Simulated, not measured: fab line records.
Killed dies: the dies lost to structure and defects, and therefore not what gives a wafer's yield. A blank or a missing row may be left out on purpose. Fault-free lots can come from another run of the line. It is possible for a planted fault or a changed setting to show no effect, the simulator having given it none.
Split-lot experiment    flow sfq line    27 wafers read across 5 lots, on a route 325 steps long

== THE SPLIT ITSELF ==
At SFQ_TRILAYER_M0_DEP_SPUTTER_019 (material Nb, target thk 200 nm, time 133.3 s), the setting time s was moved away from the recipe's 133.3 s on 9 of the 27 wafers read, by -30.3% to +49.5%. This setting was run at the recipe's value on the other wafers.

== FROM THE SPLIT TO THE READING: what the file shows between them, 3 steps ==
- SFQ_M0_RS_MEAS_904: measures by four-point-probe
- SFQ_TRILAYER_M0_LITHO_COAT_026: resist thk 62 nm
- SFQ_TRILAYER_M0_BARC_OPEN_METAL_ETCH_031: etches BARC in O2, target depth 125 nm, time 41.7 s

== THE READING ==
oes product au, in a.u., at SFQ_TRILAYER_M0_ETCH_METAL_ETCH_024 (etches Nb in Cl2/Ar, stops on SiO2, target depth 240 nm, time 120 s). Typical for fault-free wafers on this fab line: 0.893 a.u., with standard deviation 0.0067 a.u.

wafer   tool, chamber at the split  time s as run, s  against the recipe  oes product au, a.u.  against lot-mates on the recipe
L074.1  pvd sputter-03, -           92.92             -30.3%              0.722                 -0.178
L074.2  pvd sputter-03, -           133.3             recipe              0.900                 -
L074.3  pvd sputter-03, -           92.92             -30.3%              0.743                 -0.157
L074.4  pvd sputter-03, -           92.92             -30.3%              0.750                 -0.150
L074.5  pvd sputter-03, -           133.3             recipe              0.894                 -
L074.6  pvd sputter-03, -           133.3             recipe              0.906                 -
L077.2  pvd sputter-05, -           133.3             recipe              0.896                 -
L077.4  pvd sputter-05, -           133.3             recipe              0.901                 -
L077.6  pvd sputter-05, -           133.3             recipe              0.897                 -
L078.1  pvd sputter-03, -           199.3             +49.5%              1.004                 +0.113
L078.2  pvd sputter-03, -           133.3             recipe              0.890                 -
L078.3  pvd sputter-03, -           133.3             recipe              0.891                 -
L078.4  pvd sputter-03, -           133.3             recipe              0.893                 -
L078.5  pvd sputter-03, -           199.3             +49.5%              1.006                 +0.115
L078.6  pvd sputter-03, -           199.3             +49.5%              0.994                 +0.103
L079.1  pvd sputter-03, -           133.3             recipe              0.889                 -
L079.2  pvd sputter-03, -           113.1             -15.2%              0.811                 -0.084
L079.3  pvd sputter-03, -           133.3             recipe              0.901                 -
L079.4  pvd sputter-03, -           133.3             recipe              0.896                 -
L079.5  pvd sputter-03, -           113.1             -15.2%              0.827                 -0.068
L079.6  pvd sputter-03, -           113.1             -15.2%              0.817                 -0.078
L081.1  pvd sputter-05, -           133.3             recipe              0.889                 -
L081.2  pvd sputter-05, -           133.3             recipe              0.888                 -
L081.3  pvd sputter-05, -           133.3             recipe              0.904                 -
L081.4  pvd sputter-05, -           133.3             recipe              0.880                 -
L081.5  pvd sputter-05, -           133.3             recipe              0.885                 -
L081.6  pvd sputter-05, -           133.3             recipe              0.897                 -

FIT RESULTS
A straight line over all 27 wafers: oes product au changes by +0.00312 a.u. for each +1% of time s; r = +0.93; the points scatter about the line by 0.025 a.u.
The same after taking each lot's own level away (the mean of its wafers on the recipe; 27 wafers): +0.00322 a.u. for each +1%; r = +0.93; scatter 0.026 a.u.
On that fit, the largest move of time s shifts the reading by 0.16 a.u.
The span of the lots' own levels, 0.8905 to 0.9000 a.u., comes to 1.4 times the standard deviation stated above.
So the lot-to-lot level changes the slope little: the two slopes agree.
Check: with one of the wafers moved furthest among these (+49.5%) left out of the fit, the line predicts +0.154 a.u. for it against its lot-mates. It came out at +0.113 a.u. against them.

== THESE WAFERS: OTHER SPLITS ==
Before the reading, these wafers also passed through other splits. Each is held against what the fit with the lots' levels taken away leaves over:
other split on the same wafers          wafers away from the commonest value  r with oes product au (lot level and that fit taken away)
SFQ_TRILAYER_L0_DEP_SPUTTER_003 time s  12                                    +0.09

== THE WHOLE CHAIN: every reading that the file lists as answering this split, in the file's order ==
step                                 what it does                                                         reading                                                                                    change (the file's fit)                   r (the file's)
SFQ_TRILAYER_M0_DEP_SPUTTER_019      material Nb, target thk 200 nm, time 133.3 s                         Nb_of_TRILAYER_M0_DEP_SPUTTER_019.thk nm (the simulator's own value, which no gauge read)  +2.01 nm for each +1% of the setting      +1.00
SFQ_M0_RS_MEAS_904                   measures by four-point-probe                                         M0_NB_RS                                                                                   -0.0081 for each +1% of the setting       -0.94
SFQ_TRILAYER_M0_ETCH_METAL_ETCH_024  etches Nb in Cl2/Ar, stops on SiO2, target depth 240 nm, time 120 s  oes product au                                                                             +0.0032 a.u. for each +1% of the setting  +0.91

== FILE'S OWN FIT ==
oes product au changes by +0.0032 a.u. for each +1% of time s, r = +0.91.
